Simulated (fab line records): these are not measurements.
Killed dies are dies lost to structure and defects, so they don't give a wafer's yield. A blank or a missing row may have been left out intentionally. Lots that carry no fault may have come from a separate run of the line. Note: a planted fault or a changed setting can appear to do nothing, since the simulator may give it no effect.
The tool behind it: which one?    flow gf180mcu    6 lots, 18 wafers sampled, at 1 step of a route of 602

WHAT THE GAUGES SHOWED, per wafer
GF_VT_IMPLANT_OVL_MEAS_07.
lot   measured      on          VT_IMPLANT_OVL (nm)
L225  day 5 18:58   overlay-02  -0.3 -0.1 -0.7
L227  day 6 19:00   overlay-01  0.6 0.8 0.6
L234  day 8 07:10   overlay-02  -1.8 0.1 -0.1
L238  day 9 08:40   overlay-02  1.9 0.5 0.5
L241  day 10 00:05  overlay-02  0.3 -1.5 -1.1
L243  day 10 15:20  overlay-02  0.2 0.2 0.5

EACH LOT AND THE TOOL THAT RAN IT (in order: tool; ch and the chambers of the sampled wafers; start)
No process step before these readings appears in the record.

THE ANSWER, worked out from the rows above alone
Rule: the lots themselves supply what counts as usual. Put in order of their means at a reading, lots are off if they are a third of the lots or fewer, leave a main group of 4 or more, and stand apart from it by a gap of 3 or more times the standard deviation of the main group's means; of several such gaps the widest counts. If all means in a main group match to the digits the tables above print for the reading, that group is not used. Also off: a lot with no number at a reading for which 4 or more lots have one. Any other lot the step has rows for is counted as sound.
None of the lots is off at any reading shown; this tells nothing.

WHAT THE SIMULATOR HAD PUT IN
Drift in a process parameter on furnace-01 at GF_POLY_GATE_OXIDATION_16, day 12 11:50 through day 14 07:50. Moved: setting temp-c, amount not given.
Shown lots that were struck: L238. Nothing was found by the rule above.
